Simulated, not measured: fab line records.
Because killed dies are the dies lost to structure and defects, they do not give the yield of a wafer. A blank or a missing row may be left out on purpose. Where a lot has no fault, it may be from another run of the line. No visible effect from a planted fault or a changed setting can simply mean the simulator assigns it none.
Struck lot and sound lot, side by side ; flow sky130 ; 37 out of 708 route steps
Sound: wafers L303.2, L303.3, L303.6. Wafers L292.2, L292.3, L292.6 were the ones struck. At the end, the cause is stated.
Per side, at each step with rows, come the tool, then ch with its chambers, and then its first start. Under that, the readings that differ: sound wafers ; struck wafers ; difference of the means ; sigmas: that difference in standard deviations of wafers without a fault.
alike: readings with means less than 2 such deviations apart, plus words and numbers identical on both sides. not compared: withheld readings, readings lacking a value on some wafer, bounds such as >300 that could conceal the same value, and numbers that have no deviation in the record and whose values overlap.
The two part at a step that has a row with sigmas, a row that says differs or no value, or rows on one side only. Numbers that don't overlap but have no deviation are shown without sigmas and don't part them. A reading that every wafer of one side lacks parts them only if that side has two wafers or more.

first, 10 steps without rows for these wafers: SKY_LDD_LDN_SOFTBAKE_03 (time 60 s); SKY_LDD_LDN_EXPOSE_04 (exposes mask LDNTM, target cd 700 nm); SKY_LDD_LDN_PEB_05; SKY_LDD_LDN_DEVELOP_06 (develop time 60 s); SKY_LDD_LDN_IMPLANT_08; SKY_LDD_LDN_IMPLANT_09; SKY_LDD_LDN_IMPLANT_10; SKY_LDD_LDN_IMPLANT_11; SKY_LDD_LDN_STRIP_12 (strips in O2/N2); SKY_LDD_LDN_CLEAN_14 (cleans in SC1/SC2, time 150 s).
SKY_SPACER_CVD_00: deposits Si3N4 from DCS/NH3, target thk 43.1 nm, time 740 s.
  sound on lpcvd-02 ch 0, day 29 11:05; struck on lpcvd-02 ch 1, day 25 19:13
reading;sound;struck;difference;sigmas
model.Si3N4_of_SPACER_CVD_00.thk_nm (nm);43.36 43.48 43.34;38.74 38.81 38.53;-4.70;
  alike: spike_tc_top_C, zone_power_upper_pct
SKY_SPACER_THK_MEAS_01:
  sound on film_metro-01, day 29 12:18; struck on film_metro-02, day 25 20:26
reading;sound;struck;difference;sigmas
SPACER_CVD_00_THK (nm);43.4 43.5 43.3;38.7 38.9 38.5;-4.7;-11
SKY_SPACER_ETCHBACK_02: etches Si3N4 in CH3F/O2, stops on SiO2, time 46.7 s, target depth 45 nm.
  sound on rie_diel-02 ch 0,2,3, day 29 12:21; struck on rie_diel-03 ch 0,2,3, day 25 20:29
reading;sound;struck;difference;sigmas
oes_product_au (a.u.);0.860 0.857 0.860;0.803 0.804 0.792;-0.059;-8
model.etch.depth_nm (nm);43.36 43.48 43.34;38.74 38.81 38.53;-4.70;
  alike: bias_w, drypump_motor_current_A, rf_fwd_power_W, throttle_valve_pct
  not compared: rf_hours_counter_h
then, 22 steps without rows for these wafers: SKY_POLY_CUT_DEHYDRATE_00 (time 60 s); SKY_POLY_CUT_HMDS_01 (prime time 60 s); SKY_POLY_CUT_COAT_02 (resist thk 60 nm); SKY_POLY_CUT_COAT_03 (resist thk 450 nm); SKY_POLY_CUT_SOFTBAKE_04 (time 90 s); SKY_POLY_CUT_EXPOSE_05 (exposes mask NPCM, target cd 270 nm); SKY_POLY_CUT_PEB_06; SKY_POLY_CUT_DEVELOP_07 (develop time 60 s); SKY_POLY_CUT_ETCH_10 (etches BARC in N2/H2, stops on SiO2, time 45.9 s, target depth 60 nm); SKY_POLY_CUT_ETCH_11 (etches Si3N4 in CF4/CH2F2/Ar, stops on poly-Si, time 42.5 s, target depth 60 nm); SKY_POLY_CUT_STRIP_12 (strips in O2/N2); SKY_SD_P_DEHYDRATE_00 (time 60 s); SKY_SD_P_HMDS_01 (prime time 60 s); SKY_SD_P_COAT_02 (resist thk 1140 nm); SKY_SD_P_SOFTBAKE_03 (time 60 s); SKY_SD_P_EXPOSE_04 (exposes mask PSDM, target cd 380 nm); SKY_SD_P_PEB_05; SKY_SD_P_DEVELOP_06 (develop time 60 s); SKY_SD_P_IMPLANT_09; SKY_SD_P_STRIP_10 (strips in O2/N2); SKY_RES_XHIGH_DEHYDRATE_00 (time 60 s); SKY_RES_XHIGH_HMDS_01 (prime time 60 s).
-- the record jumps here: 5 days lie between the struck wafers' starts before and after (it left off in module RES_XHIGH and takes up again in module SALICIDE, whose first step shown is number 361 of the route) --
SKY_SALICIDE_CLEAN_00: cleans in HF-last, time 30 s.
  sound on wet_bench-01 ch 3, day 34 02:37; struck on wet_bench-03 ch 2, day 30 11:29
reading;sound;struck;difference;sigmas
model.Si3N4_of_SPACER_CVD_00.thk_nm (nm);42.39 42.51 42.36;37.76 37.84 37.56;-4.70;
-- the record jumps here: 17 days lie between the struck wafers' starts before and after (it left off in module SALICIDE and takes up again in module PAD_OPEN, whose first step shown is number 708 of the route) --
SKY_PAD_OPEN_PROBE_99:
  sound on prober-02, day 50 04:02; struck on prober-01, day 47 15:17
reading;sound;struck;difference;sigmas
model.etest.pfet_01v8.r_on_ohm_um;3044 2979 3015;2800 2821 2726;-230;
model.etest.sonos_uncharged.r_on_ohm_um;832.9 830.3 829.3;802.2 807.4 788.6;-31.4;
model.etest.pfet_01v8.drive_ua_um;183.3 187.7 183.1;200 196.6 207.2;+17;
model.etest.pfet_01v8_hvt.drive_ua_um;135 139.4 134.9;151.3 146.4 154.2;+14.2;
model.etest.pfet_01v8_hvt.off_log10_a_um;-13.43 -13.2 -13.28;-12.64 -12.8 -12.58;+0.63;
  alike: killed_at_M0_to_M3, killed_at_M4_up, killed_at_contacts, killed_at_front_end, killed_at_other, killed_dies, killed_open, killed_short
  not compared: model.etest.nfet_g5v0d10v5.r_on_ohm_um, model.etest.nfet_g5v0d10v5.off_log10_a_um

WHERE THEY PART
First at SKY_SPACER_THK_MEAS_01; last, within this record, at SKY_SPACER_ETCHBACK_02. Later steps at which nothing parts them and some readings are alike: SKY_PAD_OPEN_PROBE_99.

WHY: whatever the simulator had introduced
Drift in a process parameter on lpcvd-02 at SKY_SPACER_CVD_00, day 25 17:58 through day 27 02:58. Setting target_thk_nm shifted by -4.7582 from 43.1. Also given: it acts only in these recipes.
